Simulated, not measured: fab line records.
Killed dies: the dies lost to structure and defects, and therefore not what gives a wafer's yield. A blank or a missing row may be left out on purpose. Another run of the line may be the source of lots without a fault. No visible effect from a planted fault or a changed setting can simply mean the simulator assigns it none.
fab line records	flow sky130	part 1 of 2: steps 1 to 45 of 46
record lots=5	wafers=15	lastDay=50
route steps=708 shown METAL3@563 VIA3@573 METAL4@598 CAP2M@603 VIA4@642 PAD_OPEN@707
lots untouched by any fault: they come from a run of this same line in which no faults occurred
startH: hours from the record's first day to the start of the lot's first wafer shown	waitH: time in hours since the lot's previous step	" the same as in the row above	L1.1+2: several wafers, shown together as one row	- value missing, or start not given	* or withheld: withheld	< > ~ a bound
route shown NAME@n: a module of which the file shows steps, and the number in the route of the first	usual: mean/standard deviation of fault-free wafers	same: alike in all rows	chamber/n: place in a boat	sites: readings site by site	_std_site: standard deviation of those values	_edge_site: inner sites' mean taken away from outer sites' mean	radiusMm: how far each site lies from the wafer's centre	mask NAME#n: copy n	behind: the tool/chamber that last shaped the wafer	hold: the reason the lot was held/the length of the hold in hours/how it ended	device: transistor that didn't switch, given as n, p or np	end of line: tests of these same wafers at the route's end	for a step that has no rows: nothing shown but its recipe	killed: dies lost to structure and defects at the first sort, not the wafer's yield	map: shows each die of a wafer: x if killed, . if not, _ if none is there
set.NAME: the setting the step ran with; set.NAME@STEP: the setting that earlier step ran with	model.NAME: the simulator's own value behind a step, which no gauge read
lots at some steps of the route; a table a step, a row a wafer
services: from which hour (startH, from the record's first day; less than 0 if before it) a tool's chamber was out of use, for how many hours, and why
## steps
# step SKY_METAL3_CD_MEAS_13
# recipe targetCdNm=300
# usual cdNm=299.9/1.6
lot.wafer	tool	chamber	startH	waitH	cdNm
L313.2	cdSem-01	-	913.24	-	299.7
L313.4	"	-	"	"	299.6
L313.6	"	-	"	"	300.3
L315.2	cdSem-01	-	924.79	-	300.6
L315.4	"	-	"	"	302.5
L315.5	"	-	"	"	301.1
L328.1	cdSem-01	-	1030.48	-	301.0
L328.2	"	-	"	"	301.0
L328.6	"	-	"	"	300.2
L334.1	cdSem-02	-	1052.23	-	298.5
L334.2	"	-	"	"	300.4
L334.3	"	-	"	"	301.0
L335.2	cdSem-02	-	1060.69	-	298.4
L335.3	"	-	"	"	299.6
L335.6	"	-	"	"	300.3
# step SKY_METAL3_OVL_MEAS_14
# usual METAL3_OVL=-2/6.3
lot.wafer	tool	chamber	startH	waitH	METAL3_OVL[nm]
L313.2	overlay-01	-	913.35	0.1	0
L313.4	"	-	"	"	-3
L313.6	"	-	"	"	-9
L315.2	overlay-01	-	924.90	0.1	-3
L315.4	"	-	"	"	-3
L315.5	"	-	"	"	4
L328.1	overlay-02	-	1030.60	0.1	1
L328.2	"	-	"	"	-7
L328.6	"	-	"	"	0
L334.1	overlay-02	-	1052.35	0.1	-9
L334.2	"	-	"	"	-7
L334.3	"	-	"	"	-13
L335.2	overlay-01	-	1060.80	0.1	-6
L335.3	"	-	"	"	-5
L335.6	"	-	"	"	-8
# step SKY_METAL3_DESCUM_15
# recipe chemistry=O2	sourcePowerW=150	biasPowerW=0	pressureMtorr=10	tempC=40	timeS=8
# step SKY_METAL3_ETCH_16
# recipe chemistry=N2/H2	target=BARC	ionEnergyEv=200	biasW=100	pressureMtorr=30	n2FlowSccm=100	h2FlowSccm=200	icpW=500	stopOn=SiO2	timeS=88.2	targetDepthA=600
# step SKY_METAL3_ETCH_17
# recipe target=SiO2	stopOn=TiN	chemistry=C4F8/O2/Ar	sourceW=1500	biasW=1200	pressureMtorr=40	c4f8FlowSccm=withheld	O2_flow_sccm=6	Ar_flow_sccm=300	timeS=3.9	targetDepthA=150
# step SKY_METAL3_METAL_ETCH_18
# recipe targetDepthA=8450	stopOn=SiO2	overEtchFrac=0.3	timeS=183.1	chemistry=Cl2/BCl3	resistSidewallDeg=88	pressureMtorr=10	icpW=900	biasW=48.5	Cl2_flow_sccm=60	bcl3FlowSccm=30
# step SKY_METAL3_STRIP_19
# recipe chemistry=O2/N2	powerW=1400	pressureMtorr=1500	platenTempC=withheld	o2FlowSccm=3000	n2FlowSccm=300	overashFraction=0.5
# usual drypumpMotorCurrentA=5.6/0.4	oesProductAu=0.502/0.006	stripTimeToEndpointS=6.53/0.07
lot.wafer	tool	chamber	startH	waitH	drypumpMotorCurrentA	oesProductAu	rfHoursCounterH	stripTimeToEndpointS
L313.2	plasmaAsher-04	1	913.75	0.1	5.2	0.506	17	6.50
L313.4	"	0	"	"	5.8	0.504	-	6.64
L313.6	"	0	"	"	5.8	0.501	-	6.57
L315.2	plasmaAsher-04	1	925.43	0.2	5.2	0.503	18	6.51
L315.4	"	0	"	"	5.8	0.500	-	6.50
L315.5	"	1	"	"	5.2	0.500	-	6.53
L328.1	plasmaAsher-04	0	1031.10	0.1	5.7	0.498	28	6.46
L328.2	"	1	"	"	5.2	0.504	28	6.51
L328.6	"	1	"	"	5.2	0.495	-	6.47
L334.1	plasmaAsher-02	0	1052.72	0.1	6.1	0.512	122	6.60
L334.2	"	1	"	"	5.2	0.493	122	6.45
L334.3	"	1	"	"	5.2	0.504	-	6.48
L335.2	plasmaAsher-03	1	1061.28	0.1	6.2	0.495	62	6.51
L335.3	"	0	"	"	5.3	0.508	-	6.51
L335.6	"	1	"	"	6.2	0.499	-	6.54
# step SKY_METAL3_STRIP_20
# recipe chemistry=postEtchResidueRemover	timeS=1200	tempC=72.5
# step SKY_METAL3_CLEAN_21
# recipe chemistry=IPA	timeS=180	tempC=25
# step SKY_METAL3_CLEAN_22
# recipe chemistry=O3/DIW	dry=n2Spin
# step SKY_VIA3_HDPCVD_00
# recipe material=SiO2	targetThkNm=1635	sigmaOpenFrac=0.3	timeS=272.5	tempC=400	sih4FlowSccm=60	pressureMtorr=6
# step SKY_VIA3_THK_MEAS_01
# recipe reads=SiO2_of_VIA3_HDPCVD_00
# usual VIA3_HDPCVD_THK=1642/16
lot.wafer	tool	chamber	startH	waitH	VIA3_HDPCVD_THK[nm]
L313.2	filmMetro-03	-	914.52	0.1	1634
L313.4	"	-	"	"	1638
L313.6	"	-	"	"	1634
L315.2	filmMetro-03	-	926.24	0.1	1658
L315.4	"	-	"	"	1658
L315.5	"	-	"	"	1650
L328.1	filmMetro-01	-	1031.93	0.1	1657
L328.2	"	-	"	"	1646
L328.6	"	-	"	"	1660
L334.1	filmMetro-01	-	1053.49	0.1	1619
L334.2	"	-	"	"	1620
L334.3	"	-	"	"	1620
L335.2	filmMetro-03	-	1062.05	0.1	1643
L335.3	"	-	"	"	1615
L335.6	"	-	"	"	1613
# step SKY_VIA3_CMP_02
# recipe material=SiO2	downForcePsi=4	platenRpm=60	padVelocityMS=0.94248
# usual motorCurrentA=12.3/1.1	platenRpm=60.00/0.035
lot.wafer	tool	chamber	startH	waitH	motorCurrentA	platenRpm	model.SiO2_of_VIA3_HDPCVD_00.thkNm
L313.4	cmp-01	0	914.67	0.1	12.6	60.03	464.2
L313.2	"	1	"	"	11.9	60.02	463.2
L313.6	"	2	"	"	12.3	60.01	465.4
L315.2	cmp-01	3	926.29	0.0	11.8	59.97	465.6
L315.4	"	0	"	"	11.9	60.04	882.6
L315.5	"	0	"	"	12.2	60.10	881.5
L328.2	cmp-02	0	1032.04	0.1	13.0	60.05	465.5
L328.1	"	1	"	"	10.2	60.04	464.7
L328.6	"	3	"	"	12.7	60.04	465.4
L334.2	cmp-02	1	1053.55	0.0	10.0	60.06	464.1
L334.3	"	2	"	"	13.6	60.03	463.3
L334.1	"	3	"	"	12.5	60.02	465.2
L335.2	cmp-02	0	1062.15	0.1	13.3	60.04	465
L335.3	"	2	"	"	14.0	59.98	464.2
L335.6	"	3	"	"	12.5	59.99	464.6
# step SKY_VIA3_BOW_MEAS_03
# recipe mode=bow
# usual VIA3_BOW=77/7.8
lot.wafer	tool	chamber	startH	waitH	VIA3_BOW[um]
L313.2	filmMetro-01	-	914.89	0.1	75
L313.4	"	-	"	"	80
L313.6	"	-	"	"	79
L315.2	filmMetro-02	-	926.61	0.3	82
L315.4	"	-	"	"	99
L315.5	"	-	"	"	104
L328.1	filmMetro-02	-	1032.29	0.1	73
L328.2	"	-	"	"	68
L328.6	"	-	"	"	71
L334.1	filmMetro-02	-	1053.85	0.1	68
L334.2	"	-	"	"	65
L334.3	"	-	"	"	76
L335.2	filmMetro-03	-	1062.42	0.2	92
L335.3	"	-	"	"	79
L335.6	"	-	"	"	84
# step SKY_VIA3_DEHYDRATE_04
# recipe tempC=200	timeS=60
# step SKY_VIA3_HMDS_05
# recipe primeTimeS=60	primeTempC=120
# step SKY_VIA3_COAT_06
# recipe resist=BARC	tempC=withheld	timeS=withheld	spinRpm=3000	resistThkNm=60
# step SKY_VIA3_COAT_07
# recipe resist=KrF-thick	spinRpm=3000	resistThkNm=453
# step SKY_VIA3_SOFTBAKE_08
# recipe tempC=100	timeS=90	resist=KrF-thick
# step SKY_VIA3_EXPOSE_09
# recipe maskId=VIM3	na=0.8	sourceShape=annular	sigmaInner=0.55	sigmaOuter=0.85	targetCdNm=200	doseMj=38
# step SKY_VIA3_PEB_10
# recipe pebTempC=withheld	pebTimeS=withheld	resist=KrF-thick
# step SKY_VIA3_DEVELOP_11
# recipe developTimeS=60	resist=KrF-thick	devTempC=21
# step SKY_VIA3_CD_MEAS_12
# recipe targetCdNm=200
# usual cdNm=200.8/1.3
lot.wafer	tool	chamber	startH	waitH	cdNm
L313.2	cdSem-01	-	939.32	-	199.2
L313.4	"	-	"	"	199.8
L313.6	"	-	"	"	199.6
L315.2	cdSem-02	-	951.37	-	202.4
L315.4	"	-	"	"	202.1
L315.5	"	-	"	"	202.3
L328.1	cdSem-02	-	1054.82	-	203.2
L328.2	"	-	"	"	202.7
L328.6	"	-	"	"	204.3
L334.1	cdSem-02	-	1075.00	-	201.3
L334.2	"	-	"	"	200.5
L334.3	"	-	"	"	200.3
L335.2	cdSem-01	-	1083.98	-	200.2
L335.3	"	-	"	"	200.9
L335.6	"	-	"	"	200.9
# step SKY_VIA3_OVL_MEAS_13
# usual VIA3_OVL=-4/5.5
lot.wafer	tool	chamber	startH	waitH	VIA3_OVL[nm]
L313.2	overlay-01	-	939.42	0.1	2
L313.4	"	-	"	"	7
L313.6	"	-	"	"	2
L315.2	overlay-02	-	951.47	0.1	1
L315.4	"	-	"	"	-3
L315.5	"	-	"	"	-4
L328.1	overlay-01	-	1054.94	0.1	-14
L328.2	"	-	"	"	-8
L328.6	"	-	"	"	-8
L334.1	overlay-01	-	1075.12	0.1	-6
L334.2	"	-	"	"	5
L334.3	"	-	"	"	-5
L335.2	overlay-01	-	1084.09	0.1	-2
L335.3	"	-	"	"	-6
L335.6	"	-	"	"	2
# step SKY_VIA3_ETCH_14
# recipe chemistry=N2/H2	target=BARC	ionEnergyEv=200	sourceW=500	biasW=100	pressureMtorr=30	n2FlowSccm=100	h2FlowSccm=200	stopOn=SiO2	timeS=45.9	targetDepthA=600
# step SKY_VIA3_ETCH_15
# recipe target=SiO2	chemistry=C4F8/O2/Ar	targetDepthNm=507	stopOn=TiN	maskMaterial=KrF-thick	sourceW=1500	biasW=1200	pressureMtorr=40	c4f8FlowSccm=withheld	O2_flow_sccm=6	Ar_flow_sccm=300	timeS=78
# usual oesProductAu=0.946/0.0048
lot.wafer	tool	chamber	startH	waitH	oesProductAu	model.etch.depthNm	model.VIA3.featureDepthNm
L313.2	rieDiel-02	2	939.49	0.0	0.946	463.2	463.2
L313.4	"	3	"	"	0.945	464.2	464.2
L313.6	"	1	"	"	0.949	465.4	465.4
L315.2	rieDiel-02	0	951.54	0.0	0.948	465.6	465.6
L315.4	"	3	"	"	1.014	515.2	515.2
L315.5	"	2	"	"	1.000	511.3	511.3
L328.1	rieDiel-02	2	1055.02	0.0	0.936	464.7	464.7
L328.2	"	1	"	"	0.951	465.5	465.5
L328.6	"	3	"	"	0.943	465.4	465.4
L334.1	rieDiel-02	1	1075.19	0.0	0.947	465.2	465.2
L334.2	"	0	"	"	0.949	464.1	464.1
L334.3	"	2	"	"	0.940	463.3	463.3
L335.2	rieDiel-03	1	1084.16	0.0	0.942	465	465
L335.3	"	2	"	"	0.945	464.2	464.2
L335.6	"	2	"	"	0.945	464.6	464.6
# step SKY_VIA3_STRIP_16
# recipe chemistry=O2/N2	powerW=1400	pressureMtorr=1500	platenTempC=withheld	o2FlowSccm=3000	n2FlowSccm=300	overashFraction=0.5
# step SKY_VIA3_STRIP_17
# recipe chemistry=postEtchResidueRemover	timeS=1200	tempC=72.5
# step SKY_VIA3_CLEAN_18
# recipe chemistry=IPA	timeS=180	tempC=25
# step SKY_VIA3_CLEAN_19
# recipe chemistry=O3/DIW	dry=n2Spin
# step SKY_VIA3_SPUTTER_20
# recipe material=TiN	targetThkNm=20	chamberPressurePa=5	powerW=4000	timeS=80
# usual throttleValvePct=30.3/0.73
lot.wafer	tool	chamber	startH	waitH	throttleValvePct
L313.2	pvdSputter-04	-	940.15	0.0	31.2
L313.4	"	-	"	"	31.2
L313.6	"	-	"	"	30.9
L315.2	pvdSputter-04	-	952.54	0.0	31.4
L315.4	"	-	"	"	30.7
L315.5	"	-	"	"	30.3
L328.1	pvdSputter-04	-	1055.69	0.0	30.6
L328.2	"	-	"	"	31.2
L328.6	"	-	"	"	30.4
L334.1	pvdSputter-04	-	1075.93	0.0	31.2
L334.2	"	-	"	"	31.1
L334.3	"	-	"	"	30.6
L335.2	pvdSputter-02	-	1084.81	0.0	29.0
L335.3	"	-	"	"	30.1
L335.6	"	-	"	"	28.9
# step SKY_VIA3_CVD_21
# recipe material=W	targetThkNm=390	timeS=117.31	tempC=400	pressureTorr=40
# step SKY_VIA3_RS_MEAS_22
# recipe thkMeasGauge=four-point-probe	reads=W_of_VIA3_CVD_21+TiN_of_VIA3_SPUTTER_20
# usual VIA3_W_RS=0.292/0.003
lot.wafer	tool	chamber	startH	waitH	VIA3_W_RS[ohm/sq]
L313.2	filmMetro-03	-	940.35	0.1	0.284
L313.4	"	-	"	"	0.289
L313.6	"	-	"	"	0.287
L315.2	filmMetro-02	-	952.74	0.1	0.291
L315.4	"	-	"	"	0.288
L315.5	"	-	"	"	0.293
L328.1	filmMetro-02	-	1055.87	0.1	0.291
L328.2	"	-	"	"	0.291
L328.6	"	-	"	"	0.289
L334.1	filmMetro-02	-	1076.12	0.1	0.294
L334.2	"	-	"	"	0.288
L334.3	"	-	"	"	0.292
L335.2	filmMetro-01	-	1085.02	0.1	0.293
L335.3	"	-	"	"	0.297
L335.6	"	-	"	"	0.295
# step SKY_VIA3_THK_MEAS_23
# recipe thkMeasGauge=xrf	reads=W_of_VIA3_CVD_21
# usual VIA3_W_THK=396/4.7
lot.wafer	tool	chamber	startH	waitH	VIA3_W_THK[nm]
L313.2	filmMetro-03	-	940.46	0.1	403
L313.4	"	-	"	"	396
L313.6	"	-	"	"	400
L315.2	filmMetro-02	-	952.85	0.1	401
L315.4	"	-	"	"	401
L315.5	"	-	"	"	396
L328.1	filmMetro-02	-	1055.99	0.1	399
L328.2	"	-	"	"	397
L328.6	"	-	"	"	402
L334.1	filmMetro-02	-	1076.24	0.1	392
L334.2	"	-	"	"	401
L334.3	"	-	"	"	399
L335.2	filmMetro-01	-	1085.13	0.1	392
L335.3	"	-	"	"	389
L335.6	"	-	"	"	392
# step SKY_VIA3_CMP_24
# recipe stopOn=SiO2	tOverpolishS=20	downForcePsi=3.5	platenRpm=60	targetThkNm=0	padVelocityMS=0.94248
# step SKY_METAL4_SPUTTER_00
# recipe material=Ti	targetThkNm=15	powerW=3000	timeS=10	chamberPressurePa=0.4
# usual throttleValvePct=30.0/0.9
lot.wafer	tool	chamber	startH	waitH	throttleValvePct
L313.2	pvdSputter-03	-	940.81	0.1	28.6
L313.4	"	-	"	"	29.0
L313.6	"	-	"	"	29.7
L315.2	pvdSputter-01	-	953.76	0.2	29.5
L315.4	"	-	"	"	28.7
L315.5	"	-	"	"	29.7
L328.1	pvdSputter-01	-	1056.35	0.2	29.7
L328.2	"	-	"	"	28.9
L328.6	"	-	"	"	30.6
L334.1	pvdSputter-01	-	1076.66	0.1	29.8
L334.2	"	-	"	"	28.8
L334.3	"	-	"	"	29.5
L335.2	pvdSputter-03	-	1086.67	0.1	28.5
L335.3	"	-	"	"	29.6
L335.6	"	-	"	"	31.0
# step SKY_METAL4_SPUTTER_01
# recipe material=TiN	targetThkNm=20	powerW=6500	timeS=16.7	chamberPressurePa=0.4
# step SKY_METAL4_SPUTTER_02
# recipe material=AlCu	targetThkNm=735	powerW=10600	timeS=39.1	chamberPressurePa=0.4
# usual throttleValvePct=30.0/0.89
lot.wafer	tool	chamber	startH	waitH	throttleValvePct
L313.2	pvdSputter-03	-	940.86	0.0	28.5
L313.4	"	-	"	"	29.1
L313.6	"	-	"	"	29.6
L315.2	pvdSputter-01	-	953.81	0.0	29.6
L315.4	"	-	"	"	28.8
L315.5	"	-	"	"	30.0
L328.1	pvdSputter-01	-	1056.40	0.0	29.7
L328.2	"	-	"	"	28.9
L328.6	"	-	"	"	30.4
L334.1	pvdSputter-01	-	1076.71	0.0	29.7
L334.2	"	-	"	"	28.8
L334.3	"	-	"	"	29.5
L335.2	pvdSputter-03	-	1086.71	0.0	28.5
L335.3	"	-	"	"	29.5
L335.6	"	-	"	"	31.1
# step SKY_METAL4_SPUTTER_03
# recipe material=Ti	targetThkNm=5	powerW=3000	timeS=3.3	chamberPressurePa=0.4
# usual throttleValvePct=30.0/0.91
lot.wafer	tool	chamber	startH	waitH	throttleValvePct
L313.2	pvdSputter-03	-	940.90	0.0	28.6
L313.4	"	-	"	"	28.7
L313.6	"	-	"	"	29.5
L315.2	pvdSputter-01	-	953.85	0.0	29.7
L315.4	"	-	"	"	28.9
L315.5	"	-	"	"	30.0
L328.1	pvdSputter-01	-	1056.44	0.0	29.6
L328.2	"	-	"	"	28.6
L328.6	"	-	"	"	30.4
L334.1	pvdSputter-01	-	1076.75	0.0	30.0
L334.2	"	-	"	"	28.8
L334.3	"	-	"	"	29.8
L335.2	pvdSputter-03	-	1086.75	0.0	28.7
L335.3	"	-	"	"	29.6
L335.6	"	-	"	"	31.2
# step SKY_METAL4_SPUTTER_04
# recipe material=TiN	targetThkNm=70	powerW=6500	timeS=58.3	chamberPressurePa=0.4
# step SKY_CAP2M_CVD_00
# recipe material=SiO2	targetThkNm=15.5	tempC=400	timeS=withheld	rfW=450
# step SKY_CAP2M_THK_MEAS_01
# recipe reads=SiO2_of_CAP2M_CVD_00
# usual CAP2M_CVD_00_THK=15.60/0.19
lot.wafer	tool	chamber	startH	waitH	CAP2M_CVD_00_THK[nm]
L313.2	filmMetro-03	-	940.99	-	15.59
L313.4	"	-	"	"	15.91
L313.6	"	-	"	"	15.96
L315.2	filmMetro-04	-	953.96	-	15.13
L315.4	"	-	"	"	15.56
L315.5	"	-	"	"	15.42
L328.1	filmMetro-03	-	1056.53	-	15.54
L328.2	"	-	"	"	15.77
L328.6	"	-	"	"	15.84
L334.1	filmMetro-04	-	1076.84	-	15.42
L334.2	"	-	"	"	15.44
L334.3	"	-	"	"	15.48
L335.2	filmMetro-02	-	1086.85	-	15.62
L335.3	"	-	"	"	15.35
L335.6	"	-	"	"	15.73
# step SKY_METAL4_METAL_ETCH_18
# recipe targetDepthA=8450	stopOn=SiO2	overEtchFrac=0.3	timeS=183.1	chemistry=Cl2/BCl3	resistSidewallDeg=88	pressureMtorr=10	icpW=900	biasW=48.5	Cl2_flow_sccm=60	bcl3FlowSccm=30
# usual bcl3FlowSccm=30.00/0.09	drypumpMotorCurrentA=5.68/0.29	mfcCl2Sccm=60.00/0.18	oesProductAu=0.866/0.0064	throttleValvePct=22.264/0.0092
lot.wafer	tool	chamber	startH	waitH	bcl3FlowSccm	drypumpMotorCurrentA	mfcCl2Sccm	oesProductAu	rfHoursCounterH	throttleValvePct	model.SiO2_of_VIA3_HDPCVD_00.thkNm
L313.2	rieMetal-02	0	989.09	0.0	29.96	5.88	60.05	0.865	17	22.270	433.1
L313.4	"	1	"	"	30.10	5.79	60.19	0.867	-	22.248	434.2
L313.6	"	0	"	"	29.95	5.94	60.27	0.884	-	22.251	435.3
L315.2	rieMetal-02	1	1001.91	0.0	30.00	5.84	59.92	0.859	17	22.263	435.5
L315.4	"	0	"	"	30.00	5.92	60.02	0.861	-	22.273	852.5
L315.5	"	0	"	"	30.00	5.91	59.98	0.861	-	22.278	851.5
L328.1	rieMetal-03	1	1099.82	0.0	29.99	5.56	59.78	0.864	13	22.259	435.4
L328.2	"	0	"	"	30.09	5.02	59.86	0.864	14	22.259	435.6
L328.6	"	0	"	"	30.06	5.02	59.71	0.858	-	22.258	435.3
L334.1	rieMetal-01	1	1119.78	0.0	30.05	5.41	59.93	0.848	24	22.258	435.1
L334.2	"	0	"	"	30.01	6.08	60.19	0.867	3	22.271	433.7
L334.3	"	0	"	"	30.02	6.14	59.87	0.859	-	22.271	432.9
L335.2	rieMetal-02	1	1127.45	0.1	29.88	5.81	60.12	0.866	-	22.272	435.4
L335.3	"	1	"	"	30.03	5.83	60.10	0.870	-	22.269	434.5
L335.6	"	1	"	"	29.94	5.82	59.99	0.873	-	22.262	434.8
# step SKY_VIA4_BOW_MEAS_03
# recipe mode=bow
# usual VIA4_BOW=79/8.8
lot.wafer	tool	chamber	startH	waitH	VIA4_BOW[um]
L313.2	filmMetro-01	-	990.75	0.3	71
L313.4	"	-	"	"	75
L313.6	"	-	"	"	76
L315.2	filmMetro-03	-	1003.25	0.3	86
L315.4	"	-	"	"	103
L315.5	"	-	"	"	108
L328.1	filmMetro-04	-	1101.12	0.2	73
L328.2	"	-	"	"	68
L328.6	"	-	"	"	72
L334.1	filmMetro-03	-	1121.26	0.1	71
L334.2	"	-	"	"	69
L334.3	"	-	"	"	80
L335.2	filmMetro-04	-	1128.89	0.2	93
L335.3	"	-	"	"	78
L335.6	"	-	"	"	82
# step SKY_PAD_OPEN_BOW_MEAS_13
# recipe mode=bow
# usual PAD_OPEN_BOW=46/8.6
lot.wafer	tool	chamber	startH	waitH	PAD_OPEN_BOW[um]
L313.2	filmMetro-03	-	1084.01	-	44
L313.4	"	-	"	"	47
L313.6	"	-	"	"	50
L315.2	filmMetro-02	-	1096.80	-	51
L315.4	"	-	"	"	68
L315.5	"	-	"	"	71
L328.1	filmMetro-04	-	1182.55	-	48
L328.2	"	-	"	"	40
L328.6	"	-	"	"	46
L334.1	filmMetro-02	-	1199.75	-	38
L334.2	"	-	"	"	35
L334.3	"	-	"	"	46
L335.2	filmMetro-04	-	1204.17	-	57
L335.3	"	-	"	"	42
L335.6	"	-	"	"	47
## key
firstSign step=SKY_VIA3_BOW_MEAS_03	reading=VIA3_BOW	direction=up	sigmas=3.1	usual=77	struck=101
effect step=SKY_VIA3_ETCH_15	reading=oesProductAu	direction=up	sigmas=13	usual=0.946	struck=1.007
effect step=SKY_VIA4_BOW_MEAS_03	reading=VIA4_BOW	direction=up	sigmas=3	usual=79	struck=105
effect step=SKY_PAD_OPEN_BOW_MEAS_13	reading=PAD_OPEN_BOW	direction=up	sigmas=2.8	usual=46	struck=70
modelEffect step=SKY_VIA3_CMP_02	value=SiO2_of_VIA3_HDPCVD_00.thkNm	without=465.8	struck=882
modelEffect step=SKY_VIA3_ETCH_15	value=etch.depthNm	without=465.8	struck=513.2
modelEffect step=SKY_METAL4_METAL_ETCH_18	value=SiO2_of_VIA3_HDPCVD_00.thkNm	without=435.8	struck=852
modelEffect step=SKY_PAD_OPEN_PROBE_99	value=etest.tester.sortNPass	without=418.5	struck=0
metAt SKY_VIA3_CMP_02
struckWafers L315.4,L315.5
onsetBetween 914.67 926.29
fault kind=processParameterDrift	tool=cmp-01	chamber=0	onsetH=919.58	steps=SKY_VIA3_CMP_02	channel=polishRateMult	offset=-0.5	shape=step	endH=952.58
